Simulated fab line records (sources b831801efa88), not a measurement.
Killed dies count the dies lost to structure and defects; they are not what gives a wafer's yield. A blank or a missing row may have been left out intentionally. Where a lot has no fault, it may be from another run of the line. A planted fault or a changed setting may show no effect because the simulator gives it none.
Which tool did it?    flow sky130    33 wafers from 11 lots sampled at 6 of the route's 708 steps

WHAT THE GAUGES SHOWED, per wafer
No reading from a measuring or inspecting step in the record can be judged against a usual standard deviation.

WHICH TOOL RAN EACH LOT (tool, then ch and the chambers of the sampled wafers, then the start)
lot   SKY_CAP2M_STRIP_14                    SKY_VIA4_COAT_06                   SKY_VIA4_STRIP_13                     SKY_VIA4_SPUTTER_17           SKY_METAL5_SPUTTER_02         SKY_PAD_OPEN_PROBE_99
L700  plasma asher-04 ch 0,1, day 41 03:23  litho track-04 ch 0, day 42 18:22  plasma asher-01 ch 0,1, day 43 06:28  pvd sputter-02, day 43 07:04  pvd sputter-04, day 43 07:53  -
L701  plasma asher-02 ch 0,1, day 41 06:25  litho track-03 ch 0, day 42 21:05  plasma asher-03 ch 0,1, day 43 08:28  pvd sputter-04, day 43 09:04  pvd sputter-02, day 43 09:48  -
L702  plasma asher-03 ch 0,1, day 41 17:56  litho track-03 ch 0, day 43 06:40  plasma asher-02 ch 0,1, day 43 17:49  pvd sputter-04, day 43 18:25  pvd sputter-04, day 43 19:09  -
L704  plasma asher-04 ch 0,1, day 42 05:59  litho track-03 ch 0, day 43 18:23  plasma asher-03 ch 0,1, day 44 06:16  pvd sputter-03, day 44 06:51  pvd sputter-02, day 44 07:44  -
L706  plasma asher-04 ch 1, day 43 01:04    litho track-04 ch 0, day 44 12:20  plasma asher-01 ch 0,1, day 44 23:49  pvd sputter-04, day 45 00:28  pvd sputter-02, day 45 01:13  prober-01, day 47 16:41
L708  plasma asher-02 ch 0,1, day 43 14:38  litho track-04 ch 0, day 45 02:26  plasma asher-01 ch 0,1, day 45 12:43  pvd sputter-03, day 45 13:20  pvd sputter-01, day 45 14:05  -
L711  plasma asher-02 ch 0,1, day 44 09:37  litho track-04 ch 0, day 46 04:43  plasma asher-03 ch 0,1, day 46 15:05  pvd sputter-03, day 46 15:44  pvd sputter-01, day 46 17:28  prober-02, day 49 07:59
L712  plasma asher-02 ch 0,1, day 44 18:14  litho track-03 ch 0, day 46 05:19  plasma asher-02 ch 0,1, day 46 15:10  pvd sputter-02, day 46 15:49  pvd sputter-02, day 46 17:38  -
L717  plasma asher-04 ch 0,1, day 45 19:34  litho track-03 ch 0, day 47 05:49  plasma asher-03 ch 0,1, day 47 15:25  pvd sputter-03, day 47 16:01  pvd sputter-02, day 47 16:45  prober-02, day 50 03:02
L718  plasma asher-02 ch 0,1, day 46 08:23  litho track-03 ch 0, day 47 15:16  plasma asher-03 ch 0,1, day 48 02:03  pvd sputter-02, day 48 02:40  pvd sputter-02, day 48 03:34  -
L719  plasma asher-04 ch 0,1, day 46 13:04  litho track-04 ch 0, day 47 21:08  plasma asher-03 ch 0,1, day 48 07:22  pvd sputter-04, day 48 08:53  pvd sputter-02, day 48 09:41  -
- SKY_CAP2M_STRIP_14: strips in O2/N2.
- SKY_VIA4_COAT_06: resist thk 1140 nm.
- SKY_VIA4_STRIP_13: strips in O2/N2.
- SKY_VIA4_SPUTTER_17: material TiN, target thk 20 nm, time 80 s.
- SKY_METAL5_SPUTTER_02: material AlCu, target thk 1150 nm, time 61.2 s.
- SKY_PAD_OPEN_PROBE_99

WHAT THE TOOLS THEMSELVES READ (means of the sampled wafers that have a number; where no wafer has one, the mark that the record gives instead)
SKY_CAP2M_STRIP_14.
lot   tool             drypump motor current A (A)  o2 flow sccm (sccm)  oes product au (a.u.)  strip time to endpoint s (s)
L700  plasma asher-04  5.10                         2993                 0.707                  12.65
L701  plasma asher-02  5.29                         3006                 0.707                  12.61
L702  plasma asher-03  5.26                         3005                 0.710                  12.58
L704  plasma asher-04  5.03                         2988                 0.714                  12.71
L706  plasma asher-04  5.18                         3001                 0.710                  12.69
L708  plasma asher-02  5.21                         3008                 0.707                  12.73
L711  plasma asher-02  5.29                         2992                 0.712                  12.68
L712  plasma asher-02  5.19                         2996                 0.708                  12.76
L717  plasma asher-04  5.08                         2999                 0.709                  12.60
L718  plasma asher-02  5.20                         2997                 0.712                  12.62
L719  plasma asher-04  5.11                         2998                 0.707                  12.62

SKY_VIA4_COAT_06.
lot   tool            exhaust pa (Pa)
L700  litho track-04  45.2
L701  litho track-03  44.6
L702  litho track-03  44.8
L704  litho track-03  45.4
L706  litho track-04  44.5
L708  litho track-04  45.2
L711  litho track-04  45.2
L712  litho track-03  45.3
L717  litho track-03  44.5
L718  litho track-03  44.3
L719  litho track-04  45.3

SKY_VIA4_STRIP_13.
lot   tool             drypump motor current A (A)  o2 flow sccm (sccm)  oes product au (a.u.)  strip time to endpoint s (s)
L700  plasma asher-01  5.1                          3006                 0.711                  12.81
L701  plasma asher-03  5.3                          3002                 0.707                  12.79
L702  plasma asher-02  5.2                          3001                 0.711                  12.81
L704  plasma asher-03  5.3                          3003                 0.711                  12.80
L706  plasma asher-01  5.5                          2998                 0.709                  12.77
L708  plasma asher-01  5.0                          3002                 0.708                  12.78
L711  plasma asher-03  5.3                          2998                 0.707                  12.81
L712  plasma asher-02  5.3                          2999                 0.707                  12.79
L717  plasma asher-03  5.3                          3006                 0.711                  12.38
L718  plasma asher-03  5.3                          2995                 0.706                  12.37
L719  plasma asher-03  5.3                          3006                 0.713                  12.81

SKY_VIA4_SPUTTER_17.
lot   tool            cathode dc power W (W)  throttle valve pct (%)
L700  pvd sputter-02  3999.4                  28.2
L701  pvd sputter-04  4000.0                  29.5
L702  pvd sputter-04  4000.6                  29.7
L704  pvd sputter-03  4000.5                  30.5
L706  pvd sputter-04  4000.0                  29.6
L708  pvd sputter-03  4000.2                  30.3
L711  pvd sputter-03  4000.4                  30.5
L712  pvd sputter-02  4000.3                  28.4
L717  pvd sputter-03  4000.0                  30.4
L718  pvd sputter-02  4000.1                  28.4
L719  pvd sputter-04  4000.0                  30.1

SKY_METAL5_SPUTTER_02.
lot   tool            cathode dc power W (W)  throttle valve pct (%)
L700  pvd sputter-04  10601                   30.2
L701  pvd sputter-02  10599                   28.1
L702  pvd sputter-04  10601                   30.2
L704  pvd sputter-02  10601                   30.4
L706  pvd sputter-02  10601                   30.1
L708  pvd sputter-01  10601                   30.4
L711  pvd sputter-01  10600                   30.6
L712  pvd sputter-02  10598                   28.7
L717  pvd sputter-02  10600                   28.8
L718  pvd sputter-02  10601                   29.1
L719  pvd sputter-02  10601                   29.1

SKY_PAD_OPEN_PROBE_99.
lot   tool       defect limited yield (%)  killed_at_M0_to_M3  killed_at_M4_up  killed at contacts  killed at front end  killed at other  killed dies  killed open  killed short  sort_bin_3_pad_short (%)  sort_bin_5_function (%)  sort_bin_6_memory (%)  sort n pass  sort yield pct (%)
L706  prober-01  83.5                      44                  4.0              18                  15                   0.3              81           44           37            0.6                       8.9                      7.0                    411          83.5
L711  prober-02  83.6                      46                  2.0              18                  15                   0.0              81           45           35            0.7                       10.0                     5.8                    411          83.6
L717  prober-02  82.0                      44                  3.0              28                  13                   0.0              88           45           43            0.9                       10.4                     6.6                    404          82.0

THE ANSWER, worked out from the rows above alone
Rule: usual is defined by the lots themselves. Put in order of their means at a reading, lots are off if they are a third of the lots or fewer, leave a main group of 4 or more, and stand apart from it by a gap of 3 or more times the standard deviation of the main group's means; of several such gaps the widest counts. Not used: any main group whose means are identical at the precision the tables above print for the reading. Also off: a lot with no number at a reading for which 4 or more lots have one. All remaining lots with rows at the step are treated as sound. After the gauges, taken in route order, come the tools' own readings; for these a lot's mean is taken, as printed above. At the first step where some lot is off, the reading lying furthest off is the one used; lots without a number count as furthest.
Off: L717, L718, at SKY_VIA4_STRIP_13 (strip time to endpoint s). The main group: mean 12.80 s, standard deviation 0.014.
A tool fits if, at that step or a process step before it, it ran every lot that is off, and no sound lot after the first of them. One fits: SKY_VIA4_COAT_06 on litho track-03. A fault onset in the window from L712 (day 46 05:19, its last sound lot) to L717 (day 47 05:49, its first lot off) fits.

WHAT THE SIMULATOR HAD INSERTED
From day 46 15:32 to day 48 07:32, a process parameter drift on litho track-03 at SKY_VIA4_COAT_06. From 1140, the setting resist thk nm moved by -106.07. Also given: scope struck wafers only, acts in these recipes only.
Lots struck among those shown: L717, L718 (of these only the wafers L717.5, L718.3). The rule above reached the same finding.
